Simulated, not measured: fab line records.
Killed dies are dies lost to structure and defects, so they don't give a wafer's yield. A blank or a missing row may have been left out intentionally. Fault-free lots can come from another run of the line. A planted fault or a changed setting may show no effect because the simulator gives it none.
The tool behind it: which one? :: flow sky130 :: 13 lots, 39 wafers sampled, at 5 steps of a route of 708

## WHAT EACH GAUGE READ, for each wafer
SKY_POLY_GATE_OVL_MEAS_14. Usual: for POLY_GATE_OVL the level is 0 nm and the standard deviation is 5.8.
lot: L636
measured: day 16 18:37
on: overlay-02
POLY_GATE_OVL (nm): -1 -8 -2
flag: 

lot: L638
measured: day 17 12:38
on: overlay-02
POLY_GATE_OVL (nm): -4 -8 4
flag: 

lot: L640
measured: day 17 23:08
on: overlay-01
POLY_GATE_OVL (nm): -1 -14 -6
flag: 

lot: L641
measured: day 18 08:52
on: overlay-01
POLY_GATE_OVL (nm): -2 7 3
flag: 

lot: L642
measured: day 19 03:35
on: overlay-02
POLY_GATE_OVL (nm): -6 2 -3
flag: 

lot: L643
measured: day 19 12:05
on: overlay-01
POLY_GATE_OVL (nm): 2 3 1
flag: 

lot: L645
measured: day 19 19:44
on: overlay-01
POLY_GATE_OVL (nm): 6 -2 0
flag: 

lot: L647
measured: day 20 17:09
on: overlay-02
POLY_GATE_OVL (nm): -8 -9 7
flag: 

lot: L652
measured: day 22 03:11
on: overlay-02
POLY_GATE_OVL (nm): 1 5 2
flag: 

lot: L656
measured: day 23 14:41
on: overlay-01
POLY_GATE_OVL (nm): 2 -6 3
flag: 

lot: L657
measured: day 24 01:08
on: overlay-02
POLY_GATE_OVL (nm): 2 7 3
flag: 

lot: L658
measured: day 24 03:17
on: overlay-02
POLY_GATE_OVL (nm): 6 11 1
flag: 

lot: L659
measured: day 24 16:34
on: overlay-01
POLY_GATE_OVL (nm): -6 -3 -3
flag: 

SKY_LDD_P_OVL_MEAS_08. Usual: for LDD_P_OVL the level is -1.2 nm and the standard deviation is 1.4.
lot: L636
measured: day 19 09:55
on: overlay-02
LDD_P_OVL (nm): -1.9 -3.3 -2.7
flag: 

lot: L638
measured: day 20 05:29
on: overlay-01
LDD_P_OVL (nm): -3.9 -1.0 -0.8
flag: 

lot: L640
measured: day 20 17:49
on: overlay-02
LDD_P_OVL (nm): -1.1 -1.5 -0.8
flag: 

lot: L641
measured: day 21 01:43
on: overlay-02
LDD_P_OVL (nm): 0.5 -1.9 -1.5
flag: 

lot: L642
measured: day 21 20:44
on: overlay-01
LDD_P_OVL (nm): -2.1 -1.3 -3.3
flag: 

lot: L643
measured: day 22 04:25
on: overlay-01
LDD_P_OVL (nm): -1.6 -1.0 -0.5
flag: 

lot: L645
measured: day 22 10:36
on: overlay-01
LDD_P_OVL (nm): 0.7 0.2 -0.6
flag: 

lot: L647
measured: day 23 10:37
on: overlay-02
LDD_P_OVL (nm): 0.2 -0.5 -2.1
flag: 

lot: L652
measured: day 24 18:29
on: overlay-02
LDD_P_OVL (nm): -2.2 -2.7 -1.5
flag: 

lot: L656
measured: day 26 04:28
on: overlay-01
LDD_P_OVL (nm): -0.4 -0.4 0.2
flag: 

lot: L657
measured: day 26 14:28
on: overlay-02
LDD_P_OVL (nm): -0.9 -1.4 -0.7
flag: 

lot: L658
measured: day 26 16:20
on: overlay-01
LDD_P_OVL (nm): -0.6 -1.2 -1.7
flag: 

lot: L659
measured: day 27 06:37
on: overlay-01
LDD_P_OVL (nm): -0.2 -2.1 -1.9
flag: 

SKY_SD_P_CD_MEAS_07 targets a cd of 380 nm. Usual: cd nm at 380.1 nm, with a standard deviation of 1.9.
lot: L636
measured: day 25 17:37
on: cd sem-02
cd nm (nm): 379.5 380.2 379.1
flag: 

lot: L638
measured: day 26 13:31
on: cd sem-02
cd nm (nm): 377.7 374.5 378.6
flag: 

lot: L640
measured: day 27 01:23
on: cd sem-01
cd nm (nm): 379.1 379.6 380.7
flag: 

lot: L641
measured: day 27 08:07
on: cd sem-02
cd nm (nm): 378.3 377.8 380.9
flag: 

lot: L642
measured: day 28 02:46
on: cd sem-01
cd nm (nm): 376.8 376.6 377.2
flag: 

lot: L643
measured: day 28 10:20
on: cd sem-02
cd nm (nm): 381.0 379.1 379.6
flag: 

lot: L645
measured: day 28 15:47
on: cd sem-02
cd nm (nm): 379.8 377.7 377.3
flag: 

lot: L647
measured: day 29 15:01
on: cd sem-02
cd nm (nm): 409.5 408.5 409.6
flag: OFF

lot: L652
measured: day 30 19:43
on: cd sem-02
cd nm (nm): 379.7 382.5 383.2
flag: 

lot: L656
measured: day 32 02:02
on: cd sem-01
cd nm (nm): 382.2 382.4 381.4
flag: 

lot: L657
measured: day 32 12:22
on: cd sem-02
cd nm (nm): 378.1 377.2 377.4
flag: 

lot: L658
measured: day 32 15:07
on: cd sem-02
cd nm (nm): 377.0 379.8 380.1
flag: 

lot: L659
measured: day 33 05:03
on: cd sem-01
cd nm (nm): 381.6 380.8 382.1
flag: 

SKY_SD_N_CD_MEAS_07 targets a cd of 380 nm. Usual: cd nm at 379.8 nm, with a standard deviation of 2.4.
lot: L636
measured: day 28 03:32
on: cd sem-01
cd nm (nm): 378.3 380.0 378.5
flag: 

lot: L638
measured: day 28 23:47
on: cd sem-02
cd nm (nm): 378.4 377.8 376.8
flag: 

lot: L640
measured: day 29 10:57
on: cd sem-02
cd nm (nm): 378.4 380.3 379.3
flag: 

lot: L641
measured: day 29 16:14
on: cd sem-01
cd nm (nm): 377.7 380.3 377.4
flag: 

lot: L642
measured: day 30 10:26
on: cd sem-01
cd nm (nm): 380.8 379.0 383.2
flag: 

lot: L643
measured: day 30 18:30
on: cd sem-02
cd nm (nm): 383.3 382.9 380.7
flag: 

lot: L645
measured: day 30 22:32
on: cd sem-02
cd nm (nm): 379.3 379.2 380.8
flag: 

lot: L647
measured: day 31 21:55
on: cd sem-01
cd nm (nm): 384.0 380.8 384.7
flag: 

lot: L652
measured: day 33 02:52
on: cd sem-02
cd nm (nm): 382.7 382.9 383.9
flag: 

lot: L656
measured: day 34 08:01
on: cd sem-01
cd nm (nm): 376.4 378.0 376.1
flag: 

lot: L657
measured: day 34 17:48
on: cd sem-02
cd nm (nm): 383.1 382.4 380.5
flag: 

lot: L658
measured: day 34 20:10
on: cd sem-02
cd nm (nm): 376.9 377.4 376.3
flag: 

lot: L659
measured: day 35 09:05
on: cd sem-01
cd nm (nm): 378.7 377.8 377.2
flag: 

## WHICH TOOL RAN EACH LOT (tool, then ch and the chambers of the sampled wafers, then the start)
lot: L636
SKY_SD_P_EXPOSE_04: iline stepper-02 ch 0, day 25 03:55

lot: L638
SKY_SD_P_EXPOSE_04: iline stepper-01 ch 0, day 25 23:23

lot: L640
SKY_SD_P_EXPOSE_04: iline stepper-01 ch 0, day 26 11:20

lot: L641
SKY_SD_P_EXPOSE_04: iline stepper-01 ch 0, day 26 17:50

lot: L642
SKY_SD_P_EXPOSE_04: iline stepper-01 ch 0, day 27 12:17

lot: L643
SKY_SD_P_EXPOSE_04: iline stepper-01 ch 0, day 27 20:19

lot: L645
SKY_SD_P_EXPOSE_04: iline stepper-01 ch 0, day 28 02:29

lot: L647
SKY_SD_P_EXPOSE_04: iline stepper-01 ch 0, day 29 01:35

lot: L652
SKY_SD_P_EXPOSE_04: iline stepper-02 ch 0, day 30 06:34

lot: L656
SKY_SD_P_EXPOSE_04: iline stepper-01 ch 0, day 31 12:58

lot: L657
SKY_SD_P_EXPOSE_04: iline stepper-01 ch 0, day 31 23:37

lot: L658
SKY_SD_P_EXPOSE_04: iline stepper-02 ch 0, day 32 01:49

lot: L659
SKY_SD_P_EXPOSE_04: iline stepper-01 ch 0, day 32 15:33
- SKY_SD_P_EXPOSE_04: exposes mask PSDM, target cd 380 nm.

## WHAT THE TOOLS THEMSELVES READ (means of the sampled wafers that have a number; where no wafer has one, the mark that the record gives instead)
The record holds no such reading with a usual standard deviation.

## THE ANSWER, worked out from the rows above alone
Rule: lot off if the mean of its wafers having a number is beyond 3 standard deviations from the usual mean. Also off: a lot with no number at a reading for which 4 or more lots have one. All remaining lots with rows at the step are treated as sound. First the gauges in route order, then the tools' own readings, where a lot's mean is used as printed above. The first step at which some lot is off is used, and at that step the reading that is off furthest; a lot without a number counts as furthest.
Off at SKY_SD_P_CD_MEAS_07 (cd nm): L647.
If a tool, at a process step before that reading, ran all the lots that are off and no sound lot after the first of them, it fits. Those tools and the gauges at SKY_SD_P_CD_MEAS_07 are tried in the same way. Not one of the candidates tried fits.

## WHAT THE SIMULATOR HAD PUT IN
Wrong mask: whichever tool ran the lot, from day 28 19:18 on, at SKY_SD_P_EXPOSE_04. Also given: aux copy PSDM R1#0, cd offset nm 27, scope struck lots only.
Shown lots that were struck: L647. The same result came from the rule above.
